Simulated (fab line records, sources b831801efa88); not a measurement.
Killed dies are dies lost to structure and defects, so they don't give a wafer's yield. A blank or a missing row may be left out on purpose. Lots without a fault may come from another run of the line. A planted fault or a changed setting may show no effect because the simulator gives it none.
Which tool did it? | flow gf180mcu | 12 lots, 34 wafers sampled, at 4 steps of a route of 602

WHAT THE GAUGES READ, wafer by wafer
GF_CONTACT_RS_MEAS_25: measures by four-point-probe.
lot  | measured     | on            | CONTACT_W_RS (ohm/sq)
L137 | day 16 00:34 | film_metro-02 | 0.386 0.385 0.389
L138 | day 16 11:16 | film_metro-03 | 0.389 0.387 0.385
L139 | day 16 18:43 | film_metro-04 | 0.385 0.385 0.387
L147 | day 19 16:22 | film_metro-03 | 0.384 0.415
L148 | day 19 23:27 | film_metro-03 | 0.376 0.415
L151 | day 21 02:14 | film_metro-03 | 0.393 0.387 0.416
L152 | day 21 11:34 | film_metro-02 | 0.386 0.391 0.384
L155 | day 22 13:41 | film_metro-03 | 0.379 0.383 0.385
L157 | day 23 07:28 | film_metro-02 | 0.385 0.380 0.380
L158 | day 23 21:07 | film_metro-02 | 0.379 0.378 0.380
L160 | day 24 07:36 | film_metro-03 | 0.380 0.384 0.379
L159 | day 24 08:31 | film_metro-02 | 0.385 0.382 0.380

GF_CONTACT_THK_MEAS_26: measures by xrf.
lot  | measured     | on            | CONTACT_W_THK (nm)
L137 | day 16 00:41 | film_metro-02 | 295 295 291
L138 | day 16 11:23 | film_metro-03 | 295 295 296
L139 | day 16 18:50 | film_metro-04 | 300 297 296
L147 | day 19 16:28 | film_metro-03 | 294 272
L148 | day 19 23:34 | film_metro-03 | 301 272
L151 | day 21 02:21 | film_metro-03 | 289 293 274
L152 | day 21 11:41 | film_metro-02 | 295 289 294
L155 | day 22 13:49 | film_metro-03 | 297 294 292
L157 | day 23 07:35 | film_metro-02 | 296 298 299
L158 | day 23 21:14 | film_metro-02 | 300 302 297
L160 | day 24 07:43 | film_metro-03 | 295 294 298
L159 | day 24 08:37 | film_metro-02 | 292 297 297

WHICH TOOL RAN EACH LOT (tool, then ch and the chambers of the sampled wafers, then the start)
lot  | GF_SAB_STRIP_13                      | GF_CONTACT_CVD_24
L137 | plasma_asher-04 ch 0,1, day 15 01:31 | cvd_w-01 ch 0,1, day 16 00:28
L138 | plasma_asher-03 ch 0,1, day 15 11:38 | cvd_w-01 ch 0,1, day 16 11:10
L139 | plasma_asher-04 ch 0,1, day 15 18:16 | cvd_w-02 ch 0,1, day 16 18:37
L147 | plasma_asher-02 ch 0,1, day 18 13:58 | cvd_w-02 ch 1, day 19 16:14
L148 | plasma_asher-02 ch 0,1, day 18 20:54 | cvd_w-02 ch 0, day 19 23:20
L151 | plasma_asher-02 ch 0,1, day 19 23:26 | cvd_w-02 ch 0,1, day 21 02:08
L152 | plasma_asher-04 ch 0,1, day 20 08:50 | cvd_w-01 ch 0,1, day 21 11:27
L155 | plasma_asher-04 ch 0,1, day 21 12:02 | cvd_w-01 ch 0, day 22 13:35
L157 | plasma_asher-03 ch 0,1, day 22 06:34 | cvd_w-02 ch 0,1, day 23 07:22
L158 | plasma_asher-02 ch 0,1, day 22 20:12 | cvd_w-02 ch 0,1, day 23 21:01
L160 | plasma_asher-04 ch 0, day 23 06:22   | cvd_w-02 ch 0,1, day 24 07:30
L159 | plasma_asher-03 ch 0,1, day 23 08:13 | cvd_w-01 ch 0,1, day 24 08:23
- GF_SAB_STRIP_13: strips in O2/N2.
- GF_CONTACT_CVD_24: deposits W, target thk 300 nm, time 90.339 s.

WHAT THE TOOLS THEMSELVES READ (means of the sampled wafers that have a number; where no wafer has one, the mark that the record gives instead)
GF_SAB_STRIP_13.
lot  | tool            | drypump_motor_current_A (A) | heater_power_w (W) | oes_product_au (a.u.) | strip_time_to_endpoint_s (s)
L137 | plasma_asher-04 | 5.9                         | 327                | 0.708                 | 12.69
L138 | plasma_asher-03 | 5.3                         | 307                | 0.709                 | 12.66
L139 | plasma_asher-04 | 5.9                         | 327                | 0.708                 | 12.62
L147 | plasma_asher-02 | 5.9                         | 308                | 0.712                 | 12.68
L148 | plasma_asher-02 | 5.9                         | 311                | 0.708                 | 12.51
L151 | plasma_asher-02 | 5.7                         | 310                | 0.711                 | 12.62
L152 | plasma_asher-04 | 5.9                         | 332                | 0.712                 | 12.62
L155 | plasma_asher-04 | 5.9                         | 334                | 0.709                 | 12.53
L157 | plasma_asher-03 | 5.5                         | 330                | 0.714                 | 12.61
L158 | plasma_asher-02 | 5.7                         | 315                | 0.707                 | 12.63
L160 | plasma_asher-04 | 5.8                         | 308                | 0.710                 | 12.60
L159 | plasma_asher-03 | 5.5                         | 327                | 0.711                 | 12.65

GF_CONTACT_CVD_24.
lot  | tool     | heater_power_w (W) | susceptor_temp_C (C)
L137 | cvd_w-01 | 818                | 400.02
L138 | cvd_w-01 | 818                | 400.21
L139 | cvd_w-02 | 745                | 399.90
L147 | cvd_w-02 | 740                | 399.95
L148 | cvd_w-02 | 731                | 400.01
L151 | cvd_w-02 | 754                | 399.81
L152 | cvd_w-01 | 876                | 399.99
L155 | cvd_w-01 | 926                | 400.09
L157 | cvd_w-02 | 753                | 399.87
L158 | cvd_w-02 | 740                | 399.80
L160 | cvd_w-02 | 759                | 400.00
L159 | cvd_w-01 | 883                | 400.06

THE ANSWER, worked out from the rows above alone
Rule: what is usual is taken from the lots themselves. Put in order of their means at a reading, lots are off if they are a third of the lots or fewer, leave a main group of 4 or more, and stand apart from it by a gap of 3 or more times the standard deviation of the main group's means; of several such gaps the widest counts. A main group whose means are all the same, to the digits that the tables above print for the reading, isn't used. A lot without any number at a reading at which 4 lots or more have one is off too. The other lots that the step has rows for count as sound. The gauges are gone through in route order, then the tools' own readings, and for those a lot's mean is taken as printed above. The first step at which some lot is off is used, and at that step the reading that is off furthest; a lot without a number counts as furthest.
Off: L147, L148, L151, at GF_CONTACT_RS_MEAS_25 (CONTACT_W_RS). The main group: mean 0.384 ohm/sq, standard deviation 0.0028.
A tool fits if, at a process step before that reading, it ran every lot that is off, and no sound lot after the first of them. The gauges at GF_CONTACT_RS_MEAS_25 are tried like those tools. None of those tried fits.

WHAT THE SIMULATOR HAD PUT IN
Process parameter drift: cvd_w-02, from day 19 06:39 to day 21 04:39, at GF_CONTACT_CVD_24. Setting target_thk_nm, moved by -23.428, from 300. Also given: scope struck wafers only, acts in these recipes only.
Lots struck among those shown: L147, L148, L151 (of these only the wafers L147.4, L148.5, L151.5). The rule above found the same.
